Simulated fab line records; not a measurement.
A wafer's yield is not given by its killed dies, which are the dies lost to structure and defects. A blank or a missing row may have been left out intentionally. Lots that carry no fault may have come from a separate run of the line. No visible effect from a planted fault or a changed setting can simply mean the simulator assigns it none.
Which tool is to blame?    flow sky130    11 lots with 33 wafers sampled at 3 steps, on a route of 708 steps

== WHAT THE GAUGES SHOWED, per wafer ==
SKY_SD_N_RS_MEAS_16: measures by four-point-probe.
lot   measured      on             SD_N_RS (ohm/sq)
L281  day 27 20:01  film metro-04  68.52 68.31 68.38
L283  day 28 23:34  film metro-04  68.54 68.53 68.53
L284  day 29 07:43  film metro-02  68.66 68.60 68.27
L285  day 29 09:17  film metro-04  68.48 68.69 68.60
L288  day 30 07:33  film metro-02  68.34 68.33 68.48
L294  day 32 13:19  film metro-02  68.68 68.60 68.57
L295  day 32 13:52  film metro-04  63.20 63.10 63.19
L296  day 32 23:19  film metro-02  68.69 68.63 68.65
L297  day 33 09:58  film metro-04  63.45 63.34 63.38
L299  day 33 19:31  film metro-02  63.11 63.24 63.30
L302  day 34 14:16  film metro-01  68.66 68.62 68.73

== WHAT TOOL EACH LOT RAN ON (gives the tool, then ch and the chambers of the sampled wafers, and finally the start) ==
lot   SKY_RES_XHIGH_STRIP_08                SKY_SD_N_RTA_14
L281  plasma asher-01 ch 0, day 26 13:52    rtp anneal-02 ch 0, day 27 19:50
L283  plasma asher-03 ch 0,1, day 27 17:46  rtp anneal-02 ch 0, day 28 23:23
L284  plasma asher-01 ch 0,1, day 28 02:43  rtp anneal-01 ch 0, day 29 07:33
L285  plasma asher-03 ch 0,1, day 28 04:31  rtp anneal-02 ch 0, day 29 09:06
L288  plasma asher-01 ch 0, day 29 03:07    rtp anneal-01 ch 0, day 30 07:23
L294  plasma asher-01 ch 0,1, day 31 09:37  rtp anneal-01 ch 0, day 32 13:08
L295  plasma asher-03 ch 0,1, day 31 10:31  rtp anneal-02 ch 0, day 32 13:41
L296  plasma asher-03 ch 0,1, day 31 20:08  rtp anneal-01 ch 0, day 32 23:08
L297  plasma asher-04 ch 0,1, day 32 06:22  rtp anneal-02 ch 0, day 33 09:45
L299  plasma asher-03 ch 0,1, day 32 16:55  rtp anneal-02 ch 0, day 33 19:20
L302  plasma asher-03 ch 1, day 33 11:19    rtp anneal-01 ch 0, day 34 14:06
- SKY_RES_XHIGH_STRIP_08: strips in O2/N2.
- SKY_SD_N_RTA_14: time 2 s.

== THE ANSWER, worked out from the rows above alone ==
Rule: what is usual is taken from the lots themselves. Put in order of their means at a reading, lots are off if they are a third of the lots or fewer, leave a main group of 4 or more, and stand apart from it by a gap of 3 or more times the standard deviation of the main group's means; of several such gaps the widest counts. The tables above print the reading to a certain number of digits; a main group whose means all agree to those digits is not used. A lot without any number at a reading at which 4 lots or more have one is off too. The other lots that the step has rows for count as sound.
Off: at SKY_SD_N_RS_MEAS_16 (SD_N_RS), L295, L297, L299. Main group: mean 68.55 ohm/sq, sd 0.1.
A tool fits if, at a process step before that reading, it ran every lot that is off, and no sound lot after the first of them. The gauges at SKY_SD_N_RS_MEAS_16 are tried like those tools. One fits: rtp anneal-02 at SKY_SD_N_RTA_14. Its last sound lot is L285 (day 29 09:06), its first lot that is off L295 (day 32 13:41): a fault that began between those two fits.

== WHAT WAS PUT IN BY THE SIMULATOR ==
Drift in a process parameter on rtp anneal-02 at SKY_SD_N_RTA_14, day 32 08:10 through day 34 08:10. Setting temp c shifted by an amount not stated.
Struck lots among those shown: L295, L297, L299. The rule given above showed the same thing.
